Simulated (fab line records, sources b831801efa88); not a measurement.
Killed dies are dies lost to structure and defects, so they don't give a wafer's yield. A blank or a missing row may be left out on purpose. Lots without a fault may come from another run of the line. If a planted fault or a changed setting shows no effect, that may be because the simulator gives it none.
fab line records -- flow sky130 -- part 1 of 2: steps 1 to 25 of 34
[record] lots = 5, wafers = 15, last_day = 50
route steps=708 shown VIA4@639 METAL5@661
lots with no fault: from the same line, run without faults
start_h: start of the lot's first displayed wafer, in hours after the record's first day -- wait_h: hours since the lot's step before -- " repeats the value in the row above -- L1.1+2: one row covering several wafers at once -- - value missing, or start not given -- * or withheld: withheld -- < > ~ a bound
route shown NAME@n: names a module that has steps shown in the file, with the first one's number in the route -- usual: mean/standard deviation of fault-free wafers -- same: alike in all rows -- chamber/n: place in a boat -- sites: readings site by site -- _std_site: standard deviation across them -- _edge_site: inner sites' mean taken away from outer sites' mean -- radius_mm: for every site, how far away it sits from the centre of the wafer -- mask NAME#n: copy n -- behind: tool/chamber where the wafer was last shaped -- hold: why the lot was held/for how many hours/how that ended -- device: names the non-switching transistor (n, p or np) -- end of line: at the end of the route, the tests of the same wafers -- a step with no rows: only its recipe -- killed: not the wafer's yield, but the dies lost to structure and defects at the first sort -- map: dies across one wafer; x = killed, . = not, _ = none there
set.NAME: the run value of the setting; set.NAME@STEP: its run value at that earlier step -- model.NAME: the simulator's own value behind a step, which no gauge read
certain route steps with their lots: each step a table, each wafer a row
services: the hour from which a tool's chamber was out of use, counted from the record's first day as start_h (under 0 if before that day), plus the number of hours and why
[[steps]]
[step SKY_VIA4_HDPCVD_00]
[recipe] material = SiO2, target_thk_nm = 1750, sigma_open_frac = 0.3, time_s = 291.7, temp_c = 400, sih4_flow_sccm = 60, pressure_mtorr = 6
[usual] susceptor_temp_C = 399.99/0.22
lot.wafer,tool,chamber,start_h,wait_h,susceptor_temp_C
L075.4,hdpcvd-02,0,985.10,0.1,399.92
L075.5,hdpcvd-02,1,985.10,0.1,399.82
L075.6,hdpcvd-02,2,985.10,0.1,399.93
L082.1,hdpcvd-02,2,1040.74,0.0,400.43
L082.3,hdpcvd-02,1,1040.74,0.0,400.01
L082.4,hdpcvd-02,2,1040.74,0.0,400.11
L091.1,hdpcvd-01,1,1097.22,0.0,399.91
L091.4,hdpcvd-01,0,1097.22,0.0,399.57
L091.5,hdpcvd-01,2,1097.22,0.0,399.97
L094.1,hdpcvd-01,0,1110.41,0.0,400.10
L094.2,hdpcvd-01,2,1110.41,0.0,400.10
L094.4,hdpcvd-01,2,1110.41,0.0,399.93
L097.1,hdpcvd-02,0,1129.95,0.0,399.88
L097.3,hdpcvd-02,1,1129.95,0.0,400.19
L097.6,hdpcvd-02,2,1129.95,0.0,400.00
[step SKY_VIA4_THK_MEAS_01]
[recipe] reads = SiO2_of_VIA4_HDPCVD_00
[usual] VIA4_HDPCVD_THK = 1757/18
lot.wafer,tool,chamber,start_h,wait_h,VIA4_HDPCVD_THK[nm]
L075.4,film_metro-04,-,985.22,0.0,1781
L075.5,film_metro-04,-,985.22,0.0,1776
L075.6,film_metro-04,-,985.22,0.0,1747
L082.1,film_metro-02,-,1040.92,0.1,1746
L082.3,film_metro-02,-,1040.92,0.1,1767
L082.4,film_metro-02,-,1040.92,0.1,1771
L091.1,film_metro-02,-,1097.40,0.1,1745
L091.4,film_metro-02,-,1097.40,0.1,1755
L091.5,film_metro-02,-,1097.40,0.1,1745
L094.1,film_metro-04,-,1110.59,0.1,1758
L094.2,film_metro-04,-,1110.59,0.1,1732
L094.4,film_metro-04,-,1110.59,0.1,1741
L097.1,film_metro-01,-,1130.13,0.1,1742
L097.3,film_metro-01,-,1130.13,0.1,1749
L097.6,film_metro-01,-,1130.13,0.1,1739
[step SKY_VIA4_CMP_02]
[recipe] material = SiO2, down_force_psi = 4, platen_rpm = 60, pad_velocity_m_s = 0.94248
[usual] motor_current_A = 11.1/1.1
lot.wafer,tool,chamber,start_h,wait_h,motor_current_A
L075.4,cmp-02,3,985.30,0.1,10.4
L075.5,cmp-02,2,985.30,0.1,11.8
L075.6,cmp-02,3,985.30,0.1,10.1
L082.1,cmp-01,1,1041.03,0.1,12.0
L082.3,cmp-01,2,1041.03,0.1,10.4
L082.4,cmp-01,3,1041.03,0.1,9.2
L091.1,cmp-02,2,1097.46,0.1,12.3
L091.4,cmp-02,1,1097.46,0.1,12.6
L091.5,cmp-02,2,1097.46,0.1,12.2
L094.4,cmp-01,3,1110.65,0.0,9.7
L094.1,cmp-01,0,1110.65,0.0,10.4
L094.2,cmp-01,1,1110.65,0.0,13.3
L097.3,cmp-01,3,1130.51,0.4,9.9
L097.1,cmp-01,1,1130.51,0.4,12.4
L097.6,cmp-01,3,1130.51,0.4,9.7
[step SKY_VIA4_BOW_MEAS_03]
[recipe] mode = bow
[usual] VIA4_BOW = 81/8
lot.wafer,tool,chamber,start_h,wait_h,VIA4_BOW[um]
L075.4,film_metro-04,-,985.61,0.3,89
L075.5,film_metro-04,-,985.61,0.3,72
L075.6,film_metro-04,-,985.61,0.3,93
L082.1,film_metro-02,-,1041.28,0.2,86
L082.3,film_metro-02,-,1041.28,0.2,92
L082.4,film_metro-02,-,1041.28,0.2,91
L091.1,film_metro-01,-,1097.76,0.2,69
L091.4,film_metro-01,-,1097.76,0.2,75
L091.5,film_metro-01,-,1097.76,0.2,78
L094.1,film_metro-02,-,1110.95,0.2,76
L094.2,film_metro-02,-,1110.95,0.2,71
L094.4,film_metro-02,-,1110.95,0.2,71
L097.1,film_metro-02,-,1130.76,0.1,90
L097.3,film_metro-02,-,1130.76,0.1,95
L097.6,film_metro-02,-,1130.76,0.1,90
[step SKY_VIA4_DEHYDRATE_04]
[recipe] temp_c = 200, time_s = 60
[usual] resist_line_temp_C = 22.99/0.1
lot.wafer,tool,chamber,start_h,wait_h,resist_line_temp_C
L075.4,litho_track-04,0,996.07,10.4,23.07
L075.5,litho_track-04,0,996.07,10.4,22.90
L075.6,litho_track-04,0,996.07,10.4,23.02
L082.1,litho_track-03,0,1051.68,10.4,23.04
L082.3,litho_track-03,0,1051.68,10.4,22.88
L082.4,litho_track-03,0,1051.68,10.4,23.04
L091.1,litho_track-03,0,1107.53,9.7,22.92
L091.4,litho_track-03,0,1107.53,9.7,22.85
L091.5,litho_track-03,0,1107.53,9.7,22.82
L094.1,litho_track-02,0,1120.78,9.8,22.83
L094.2,litho_track-02,0,1120.78,9.8,22.89
L094.4,litho_track-02,0,1120.78,9.8,22.97
L097.1,litho_track-04,0,1139.04,8.3,23.17
L097.3,litho_track-04,0,1139.04,8.3,23.00
L097.6,litho_track-04,0,1139.04,8.3,23.19
[step SKY_VIA4_HMDS_05]
[recipe] prime_time_s = 60, prime_temp_c = 120
[usual] resist_line_temp_C = 23.00/0.096
lot.wafer,tool,chamber,start_h,wait_h,resist_line_temp_C
L075.4,litho_track-04,0,996.22,0.1,23.00
L075.5,litho_track-04,0,996.22,0.1,22.96
L075.6,litho_track-04,0,996.22,0.1,23.12
L082.1,litho_track-03,0,1051.83,0.1,23.02
L082.3,litho_track-03,0,1051.83,0.1,22.92
L082.4,litho_track-03,0,1051.83,0.1,23.00
L091.1,litho_track-03,0,1107.68,0.1,23.09
L091.4,litho_track-03,0,1107.68,0.1,23.03
L091.5,litho_track-03,0,1107.68,0.1,22.96
L094.1,litho_track-02,0,1120.93,0.1,23.06
L094.2,litho_track-02,0,1120.93,0.1,23.01
L094.4,litho_track-02,0,1120.93,0.1,22.99
L097.1,litho_track-04,0,1139.19,0.1,23.09
L097.3,litho_track-04,0,1139.19,0.1,23.07
L097.6,litho_track-04,0,1139.19,0.1,23.00
[step SKY_VIA4_COAT_06]
[recipe] resist = NOVOLAK, spin_rpm = 3000, resist_thk_nm = 1140
[usual] dispense_pressure_kPa = 50.0/1.4, resist_line_temp_C = 22.99/0.12
lot.wafer,tool,chamber,start_h,wait_h,dispense_pressure_kPa,resist_line_temp_C
L075.4,litho_track-04,0,996.37,0.1,48.9,22.92
L075.5,litho_track-04,0,996.37,0.1,49.0,22.93
L075.6,litho_track-04,0,996.37,0.1,49.0,23.00
L082.1,litho_track-03,0,1051.98,0.1,48.9,23.00
L082.3,litho_track-03,0,1051.98,0.1,48.9,22.97
L082.4,litho_track-03,0,1051.98,0.1,48.9,22.94
L091.1,litho_track-03,0,1107.83,0.1,48.9,22.99
L091.4,litho_track-03,0,1107.83,0.1,48.9,23.10
L091.5,litho_track-03,0,1107.83,0.1,48.9,23.13
L094.1,litho_track-02,0,1121.08,0.1,51.8,22.96
L094.2,litho_track-02,0,1121.08,0.1,51.9,23.01
L094.4,litho_track-02,0,1121.08,0.1,51.8,23.11
L097.1,litho_track-04,0,1139.34,0.1,49.0,22.83
L097.3,litho_track-04,0,1139.34,0.1,49.0,22.87
L097.6,litho_track-04,0,1139.34,0.1,49.0,22.73
[step SKY_VIA4_SOFTBAKE_07]
[recipe] temp_c = 90, time_s = 60, resist = NOVOLAK
[usual] resist_line_temp_C = 23.01/0.099
lot.wafer,tool,chamber,start_h,wait_h,resist_line_temp_C
L075.4,litho_track-04,0,996.52,0.1,22.99
L075.5,litho_track-04,0,996.52,0.1,22.96
L075.6,litho_track-04,0,996.52,0.1,23.02
L082.1,litho_track-03,0,1052.13,0.1,23.24
L082.3,litho_track-03,0,1052.13,0.1,23.15
L082.4,litho_track-03,0,1052.13,0.1,23.16
L091.1,litho_track-03,0,1107.98,0.1,22.98
L091.4,litho_track-03,0,1107.98,0.1,23.11
L091.5,litho_track-03,0,1107.98,0.1,23.01
L094.1,litho_track-02,0,1121.23,0.1,23.11
L094.2,litho_track-02,0,1121.23,0.1,22.99
L094.4,litho_track-02,0,1121.23,0.1,23.00
L097.1,litho_track-04,0,1139.49,0.1,23.12
L097.3,litho_track-04,0,1139.49,0.1,23.09
L097.6,litho_track-04,0,1139.49,0.1,23.06
[step SKY_VIA4_EXPOSE_08]
[recipe] mask_id = VIM4, na = 0.6, source_shape = conventional, sigma_outer = 0.6, polarization = unpolarized, target_cd_nm = 800, dose_mj = 132
lot.wafer,tool,chamber,start_h,wait_h,mask
L075.4+5+6,iline_stepper-02,0,-,-,VIM4#0
L082.1+3+4,iline_stepper-02,0,-,-,VIM4#0
L091.1+4+5,iline_stepper-02,0,-,-,VIM4#0
L094.1+2+4,iline_stepper-02,0,-,-,VIM4#0
L097.1+3+6,iline_stepper-02,0,-,-,VIM4#0
[step SKY_VIA4_PEB_09]
[recipe] temp_c = withheld, time_s = *, resist = NOVOLAK
[usual] resist_line_temp_C = *
lot.wafer,tool,chamber,start_h,wait_h,resist_line_temp_C
L075.4,litho_track-04,0,-,-,*
L075.5,litho_track-04,0,-,-,*
L075.6,litho_track-04,0,-,-,*
L082.1,litho_track-02,0,-,-,*
L082.3,litho_track-02,0,-,-,*
L082.4,litho_track-02,0,-,-,*
L091.1,litho_track-03,0,-,-,*
L091.4,litho_track-03,0,-,-,*
L091.5,litho_track-03,0,-,-,*
L094.1,litho_track-02,0,-,-,*
L094.2,litho_track-02,0,-,-,*
L094.4,litho_track-02,0,-,-,*
L097.1,litho_track-02,0,-,-,*
L097.3,litho_track-02,0,-,-,*
L097.6,litho_track-02,0,-,-,*
[step SKY_VIA4_DEVELOP_10]
[recipe] resist = NOVOLAK, developer = TMAH, develop_time_s = 60, dev_temp_c = 23
[usual] developer_temp_C = 22.97/0.1, resist_line_temp_C = 23.00/0.11
lot.wafer,tool,chamber,start_h,wait_h,developer_temp_C,resist_line_temp_C
L075.4,litho_track-04,0,1008.17,0.1,23.01,23.02
L075.5,litho_track-04,0,1008.17,0.1,23.06,22.83
L075.6,litho_track-04,0,1008.17,0.1,22.92,22.88
L082.1,litho_track-02,0,1062.33,0.1,23.25,22.97
L082.3,litho_track-02,0,1062.33,0.1,23.06,23.00
L082.4,litho_track-02,0,1062.33,0.1,23.02,22.91
L091.1,litho_track-03,0,1118.08,0.1,22.98,23.11
L091.4,litho_track-03,0,1118.08,0.1,23.11,22.97
L091.5,litho_track-03,0,1118.08,0.1,23.11,23.04
L094.1,litho_track-02,0,1130.48,0.1,22.83,23.12
L094.2,litho_track-02,0,1130.48,0.1,23.04,23.03
L094.4,litho_track-02,0,1130.48,0.1,22.80,22.97
L097.1,litho_track-02,0,1148.53,0.1,23.01,23.16
L097.3,litho_track-02,0,1148.53,0.1,22.96,23.15
L097.6,litho_track-02,0,1148.53,0.1,23.01,23.10
[step SKY_VIA4_OVL_MEAS_11]
[usual] VIA4_OVL = 0.0/1.2
lot.wafer,tool,chamber,start_h,wait_h,VIA4_OVL[nm]
L075.4,overlay-02,-,1008.26,0.1,-1.9
L075.5,overlay-02,-,1008.26,0.1,-0.1
L075.6,overlay-02,-,1008.26,0.1,-1.4
L082.1,overlay-01,-,1062.48,0.1,2.0
L082.3,overlay-01,-,1062.48,0.1,0.4
L082.4,overlay-01,-,1062.48,0.1,0.9
L091.1,overlay-01,-,1118.23,0.1,0.4
L091.4,overlay-01,-,1118.23,0.1,1.0
L091.5,overlay-01,-,1118.23,0.1,0.8
L094.1,overlay-01,-,1130.63,0.1,-0.3
L094.2,overlay-01,-,1130.63,0.1,-0.5
L094.4,overlay-01,-,1130.63,0.1,0.5
L097.1,overlay-01,-,1148.68,0.1,-0.2
L097.3,overlay-01,-,1148.68,0.1,-0.1
L097.6,overlay-01,-,1148.68,0.1,-1.9
[step SKY_VIA4_ETCH_12]
[recipe] target = SiO2, chemistry = C4F8/O2/Ar, stop_on = TiN, mask_material = NOVOLAK, source_w = 1500, bias_w = 1200, pressure_mtorr = 40, c4f8_flow_sccm = withheld, O2_flow_sccm = 6, Ar_flow_sccm = 300, time_s = withheld, target_depth_a = 5800
[usual] chamber_pressure_mTorr = 40.00/0.034, oes_product_au = 0.926/0.0048
lot.wafer,tool,chamber,start_h,wait_h,chamber_pressure_mTorr,oes_product_au
L075.4,rie_diel-01,1,1008.31,0.0,40.04,0.930
L075.5,rie_diel-01,0,1008.31,0.0,39.98,0.931
L075.6,rie_diel-01,3,1008.31,0.0,40.01,0.930
L082.1,rie_diel-04,3,1062.51,0.0,40.02,0.920
L082.3,rie_diel-04,1,1062.51,0.0,40.02,0.925
L082.4,rie_diel-04,2,1062.51,0.0,39.94,0.924
L091.1,rie_diel-04,0,1118.26,0.0,39.89,0.931
L091.4,rie_diel-04,3,1118.26,0.0,40.01,0.929
L091.5,rie_diel-04,0,1118.26,0.0,39.98,0.929
L094.1,rie_diel-04,1,1130.66,0.0,40.04,0.937
L094.2,rie_diel-04,2,1130.66,0.0,40.03,0.923
L094.4,rie_diel-04,1,1130.66,0.0,39.99,0.926
L097.1,rie_diel-03,0,1148.71,0.0,39.96,0.922
L097.3,rie_diel-03,3,1148.71,0.0,40.01,0.928
L097.6,rie_diel-03,3,1148.71,0.0,40.02,0.923
[step SKY_VIA4_STRIP_13]
[recipe] chemistry = O2/N2, power_w = 1400, pressure_mtorr = 1500, platen_temp_c = withheld, o2_flow_sccm = 3000, n2_flow_sccm = 300, overash_fraction = 0.5
[usual] chamber_pressure_mTorr = 1499.9/1.3, drypump_motor_current_A = 5.9/0.35, oes_product_au = 0.709/0.0048, strip_time_to_endpoint_s = 12.800/0.027
lot.wafer,tool,chamber,start_h,wait_h,chamber_pressure_mTorr,drypump_motor_current_A,oes_product_au,rf_hours_counter_h,strip_time_to_endpoint_s
L075.4,plasma_asher-04,0,1008.38,-,1500.3,6.2,0.714,-,12.806
L075.5,plasma_asher-04,0,1008.38,-,1498.5,6.2,0.712,-,12.782
L075.6,plasma_asher-04,1,1008.38,-,1501.3,5.5,0.708,-,12.795
L082.1,plasma_asher-01,1,1062.58,-,1500.7,6.2,0.715,94,12.810
L082.3,plasma_asher-01,0,1062.58,-,1498.4,5.4,0.707,-,12.784
L082.4,plasma_asher-01,1,1062.58,-,1499.8,6.2,0.704,-,12.835
L091.1,plasma_asher-03,0,1118.33,-,1502.3,6.3,0.709,64,12.803
L091.4,plasma_asher-03,1,1118.33,-,1497.0,5.9,0.701,-,12.793
L091.5,plasma_asher-03,0,1118.33,-,1500.6,6.3,0.707,-,12.791
L094.1,plasma_asher-04,1,1130.74,-,1500.2,5.5,0.712,38,12.794
L094.2,plasma_asher-04,0,1130.74,-,1501.4,6.2,0.721,38,12.820
L094.4,plasma_asher-04,0,1130.74,-,1500.8,6.2,0.704,-,12.705
L097.1,plasma_asher-01,1,1148.79,-,1500.3,6.2,0.708,102,12.776
L097.3,plasma_asher-01,1,1148.79,-,1500.1,6.2,0.702,-,12.794
L097.6,plasma_asher-01,1,1148.79,-,1499.4,6.2,0.713,-,12.812
[step SKY_VIA4_STRIP_14]
[recipe] chemistry = post_etch_residue_remover, time_s = 1200, temp_c = 72.5
lot.wafer,tool,chamber,start_h,wait_h
L075.4+5+6,wet_bench-01,3,1008.45,0.0
L082.1+3+4,wet_bench-01,3,1062.68,0.1
L091.1+4+5,wet_bench-03,0,1118.43,0.1
L094.1+2+4,wet_bench-02,0,1130.84,0.1
L097.1+3+6,wet_bench-02,0,1148.89,0.1
[step SKY_VIA4_CLEAN_15]
[recipe] chemistry = IPA, time_s = 180, temp_c = 25
lot.wafer,tool,chamber,start_h,wait_h
L075.4+5+6,wet_bench-03,0,1008.79,0.0
L082.1+3+4,wet_bench-03,2,1063.06,0.0
L091.1+4+5,wet_bench-02,3,1118.78,0.0
L094.1+2+4,wet_bench-03,1,1131.18,0.0
L097.1+3+6,wet_bench-01,1,1149.23,0.0
[step SKY_VIA4_CLEAN_16]
[recipe] chemistry = O3/DIW, dry = n2_spin
lot.wafer,tool,chamber,start_h,wait_h
L075.4+5+6,wet_bench-01,0,1008.85,0.0
L082.1+3+4,wet_bench-02,2,1063.12,0.0
L091.1+4+5,wet_bench-01,2,1118.83,0.0
L094.1+2+4,wet_bench-02,3,1131.24,0.0
L097.1+3+6,wet_bench-02,0,1149.29,0.0
[step SKY_VIA4_SPUTTER_17]
[recipe] material = TiN, target_thk_nm = 20, chamber_pressure_pa = 5, power_w = 4000, time_s = 77.03
[usual] cathode_dc_power_W = 4000.0/0.74, throttle_valve_pct = 30.7/1.1
lot.wafer,tool,chamber,start_h,wait_h,cathode_dc_power_W,throttle_valve_pct
L075.4,pvd_sputter-02,-,1008.94,0.0,4000.1,31.1
L075.5,pvd_sputter-02,-,1008.94,0.0,3999.1,29.7
L075.6,pvd_sputter-02,-,1008.94,0.0,3999.5,30.5
L082.1,pvd_sputter-01,-,1063.21,0.0,4000.0,31.7
L082.3,pvd_sputter-01,-,1063.21,0.0,3999.7,32.0
L082.4,pvd_sputter-01,-,1063.21,0.0,4000.6,28.9
L091.1,pvd_sputter-01,-,1118.93,0.0,3999.5,31.9
L091.4,pvd_sputter-01,-,1118.93,0.0,4000.3,31.7
L091.5,pvd_sputter-01,-,1118.93,0.0,4000.0,31.7
L094.1,pvd_sputter-02,-,1131.33,0.0,3999.6,29.7
L094.2,pvd_sputter-02,-,1131.33,0.0,3999.6,30.3
L094.4,pvd_sputter-02,-,1131.33,0.0,3997.8,29.1
L097.1,pvd_sputter-01,-,1149.38,0.0,4000.2,31.6
L097.3,pvd_sputter-01,-,1149.38,0.0,4000.0,32.0
L097.6,pvd_sputter-01,-,1149.38,0.0,4000.1,31.9
[step SKY_VIA4_CVD_18]
[recipe] material = W, target_thk_nm = 505, time_s = 152.14, temp_c = 400, pressure_torr = 40
[usual] heater_power_outer_w = 520/90, heater_power_w = 828/150, susceptor_temp_C = 400.00/0.21
lot.wafer,tool,chamber,start_h,wait_h,heater_power_outer_w,heater_power_w,susceptor_temp_C
L075.4,cvd_w-02,1,1009.05,0.1,653,1031,400.17
L075.5,cvd_w-02,0,1009.05,0.1,415,692,399.90
L075.6,cvd_w-02,1,1009.05,0.1,650,1077,400.09
L082.1,cvd_w-02,1,1063.27,0.0,636,1054,400.12
L082.3,cvd_w-02,0,1063.27,0.0,416,694,399.56
L082.4,cvd_w-02,1,1063.27,0.0,659,1045,400.18
L091.1,cvd_w-02,0,1118.99,0.0,417,692,400.05
L091.4,cvd_w-02,1,1118.99,0.0,650,1060,400.05
L091.5,cvd_w-02,1,1118.99,0.0,655,1065,399.79
L094.1,cvd_w-01,1,1131.39,0.0,464,738,400.08
L094.2,cvd_w-01,0,1131.39,0.0,555,862,399.82
L094.4,cvd_w-01,0,1131.39,0.0,549,830,399.61
L097.1,cvd_w-02,1,1149.44,0.0,650,1122,400.11
L097.3,cvd_w-02,0,1149.44,0.0,436,669,400.18
L097.6,cvd_w-02,0,1149.44,0.0,420,689,400.17
[step SKY_VIA4_RS_MEAS_19]
[recipe] thk_meas_gauge = four-point-probe, reads = W_of_VIA4_CVD_18+TiN_of_VIA4_SPUTTER_17
[usual] VIA4_W_RS = 0.2249/0.0025
lot.wafer,tool,chamber,start_h,wait_h,VIA4_W_RS[ohm/sq]
L075.4,film_metro-04,-,1009.22,0.1,0.2245
L075.5,film_metro-04,-,1009.22,0.1,0.2244
L075.6,film_metro-04,-,1009.22,0.1,0.2280
L082.1,film_metro-01,-,1063.43,0.1,0.2252
L082.3,film_metro-01,-,1063.43,0.1,0.2235
L082.4,film_metro-01,-,1063.43,0.1,0.2254
L091.1,film_metro-04,-,1119.14,0.1,0.2301
L091.4,film_metro-04,-,1119.14,0.1,0.2306
L091.5,film_metro-04,-,1119.14,0.1,0.2303
L094.1,film_metro-01,-,1131.54,0.1,0.2253
L094.2,film_metro-01,-,1131.54,0.1,0.2243
L094.4,film_metro-01,-,1131.54,0.1,0.2192
L097.1,film_metro-02,-,1149.59,0.1,0.2253
L097.3,film_metro-02,-,1149.59,0.1,0.2250
L097.6,film_metro-02,-,1149.59,0.1,0.2247
[step SKY_VIA4_THK_MEAS_20]
[recipe] thk_meas_gauge = xrf, reads = W_of_VIA4_CVD_18
[usual] VIA4_W_THK = 515/6.5
lot.wafer,tool,chamber,start_h,wait_h,VIA4_W_THK[nm]
L075.4,film_metro-04,-,1009.31,0.1,515
L075.5,film_metro-04,-,1009.31,0.1,515
L075.6,film_metro-04,-,1009.31,0.1,504
L082.1,film_metro-01,-,1063.55,0.1,516
L082.3,film_metro-01,-,1063.55,0.1,519
L082.4,film_metro-01,-,1063.55,0.1,515
L091.1,film_metro-04,-,1119.26,0.1,505
L091.4,film_metro-04,-,1119.26,0.1,500
L091.5,film_metro-04,-,1119.26,0.1,501
L094.1,film_metro-01,-,1131.66,0.1,511
L094.2,film_metro-01,-,1131.66,0.1,511
L094.4,film_metro-01,-,1131.66,0.1,526
L097.1,film_metro-02,-,1149.71,0.1,516
L097.3,film_metro-02,-,1149.71,0.1,515
L097.6,film_metro-02,-,1149.71,0.1,512
[step SKY_VIA4_CMP_21]
[recipe] stop_on = SiO2, t_overpolish_s = 25, down_force_psi = 3.5, platen_rpm = 60, target_thk_nm = 0, pad_velocity_m_s = 0.94248
[usual] motor_current_A = 10.2/0.92, overpolish_run_s = 25.000/0.0087, time_to_endpoint_s = 123/3.8
lot.wafer,tool,chamber,start_h,wait_h,motor_current_A,overpolish_run_s,time_to_endpoint_s
L075.4,cmp-01,2,1009.39,0.1,9.9,24.999,121
L075.6,cmp-01,1,1009.39,0.1,11.2,25.009,121
L075.5,cmp-01,2,1009.39,0.1,10.0,25.015,124
L082.1,cmp-01,3,1063.66,0.1,9.1,24.995,119
L082.3,cmp-01,0,1063.66,0.1,8.7,25.005,120
L082.4,cmp-01,1,1063.66,0.1,11.5,24.998,116
L091.4,cmp-01,3,1119.32,0.0,8.9,25.002,124
L091.1,cmp-01,2,1119.32,0.0,9.4,25.006,123
L091.5,cmp-01,0,1119.32,0.0,9.6,25.010,124
L094.2,cmp-02,0,1131.72,0.0,10.7,24.989,122
L094.4,cmp-02,1,1131.72,0.0,11.5,25.006,125
L094.1,cmp-02,2,1131.72,0.0,11.1,24.999,124
L097.1,cmp-01,0,1149.82,0.1,9.4,24.992,121
L097.3,cmp-01,1,1149.82,0.1,11.4,25.008,115
L097.6,cmp-01,0,1149.82,0.1,9.2,25.000,118
[step SKY_METAL5_SPUTTER_00]
[recipe] material = Ti, target_thk_nm = 15, power_w = 3000, time_s = 10, chamber_pressure_pa = 0.4
[usual] cathode_dc_power_W = 3000.0/0.51, throttle_valve_pct = 30.6/1
lot.wafer,tool,chamber,start_h,wait_h,cathode_dc_power_W,throttle_valve_pct
L075.4,pvd_sputter-02,-,1009.64,0.2,3000.2,29.6
L075.5,pvd_sputter-02,-,1009.64,0.2,3000.2,31.2
L075.6,pvd_sputter-02,-,1009.64,0.2,3000.6,29.2
L082.1,pvd_sputter-02,-,1063.91,0.2,3000.2,28.7
L082.3,pvd_sputter-02,-,1063.91,0.2,3000.1,30.0
L082.4,pvd_sputter-02,-,1063.91,0.2,2999.9,28.9
L091.1,pvd_sputter-02,-,1119.62,0.1,3000.7,29.3
L091.4,pvd_sputter-02,-,1119.62,0.1,2999.9,31.3
L091.5,pvd_sputter-02,-,1119.62,0.1,3000.5,31.1
L094.1,pvd_sputter-02,-,1132.02,0.1,3000.4,30.3
L094.2,pvd_sputter-02,-,1132.02,0.1,2999.6,31.2
L094.4,pvd_sputter-02,-,1132.02,0.1,3000.0,29.1
L097.1,pvd_sputter-03,-,1150.07,0.2,3000.5,32.1
L097.3,pvd_sputter-03,-,1150.07,0.2,2999.3,30.0
L097.6,pvd_sputter-03,-,1150.07,0.2,2999.5,29.3
[step SKY_METAL5_SPUTTER_01]
[recipe] material = TiN, target_thk_nm = 20, power_w = 6500, time_s = 16.7, chamber_pressure_pa = 0.4
[usual] cathode_dc_power_W = 6499.9/1.2, throttle_valve_pct = 30.6/1
lot.wafer,tool,chamber,start_h,wait_h,cathode_dc_power_W,throttle_valve_pct
L075.4,pvd_sputter-02,-,1009.66,0.0,6501.1,29.3
L075.5,pvd_sputter-02,-,1009.66,0.0,6500.6,31.2
L075.6,pvd_sputter-02,-,1009.66,0.0,6498.1,29.0
L082.1,pvd_sputter-02,-,1063.93,0.0,6502.3,29.5
L082.3,pvd_sputter-02,-,1063.93,0.0,6499.1,29.8
L082.4,pvd_sputter-02,-,1063.93,0.0,6499.3,29.1
L091.1,pvd_sputter-02,-,1119.64,0.0,6498.5,29.2
L091.4,pvd_sputter-02,-,1119.64,0.0,6498.7,31.0
L091.5,pvd_sputter-02,-,1119.64,0.0,6500.3,31.3
L094.1,pvd_sputter-02,-,1132.04,0.0,6499.7,30.4
L094.2,pvd_sputter-02,-,1132.04,0.0,6500.5,31.1
L094.4,pvd_sputter-02,-,1132.04,0.0,6499.0,29.3
L097.1,pvd_sputter-03,-,1150.09,0.0,6500.2,32.0
L097.3,pvd_sputter-03,-,1150.09,0.0,6498.8,30.2
L097.6,pvd_sputter-03,-,1150.09,0.0,6501.9,29.7
[step SKY_METAL5_SPUTTER_02]
[recipe] material = AlCu, target_thk_nm = 1150, power_w = 10600, time_s = 61.2, chamber_pressure_pa = 0.4
[usual] cathode_dc_power_W = 10600/1.8, throttle_valve_pct = 30.6/1
lot.wafer,tool,chamber,start_h,wait_h,cathode_dc_power_W,throttle_valve_pct
L075.4,pvd_sputter-02,-,1009.68,0.0,10602,29.4
L075.5,pvd_sputter-02,-,1009.68,0.0,10600,31.2
L075.6,pvd_sputter-02,-,1009.68,0.0,10600,29.1
L082.1,pvd_sputter-02,-,1063.95,0.0,10602,29.3
L082.3,pvd_sputter-02,-,1063.95,0.0,10598,29.7
L082.4,pvd_sputter-02,-,1063.95,0.0,10599,29.1
L091.1,pvd_sputter-02,-,1119.67,0.0,10598,29.0
L091.4,pvd_sputter-02,-,1119.67,0.0,10598,31.0
L091.5,pvd_sputter-02,-,1119.67,0.0,10600,31.3
L094.1,pvd_sputter-02,-,1132.07,0.0,10598,30.5
L094.2,pvd_sputter-02,-,1132.07,0.0,10599,31.1
L094.4,pvd_sputter-02,-,1132.07,0.0,10597,29.1
L097.1,pvd_sputter-03,-,1150.12,0.0,10597,31.9
L097.3,pvd_sputter-03,-,1150.12,0.0,10603,30.4
L097.6,pvd_sputter-03,-,1150.12,0.0,10598,30.0
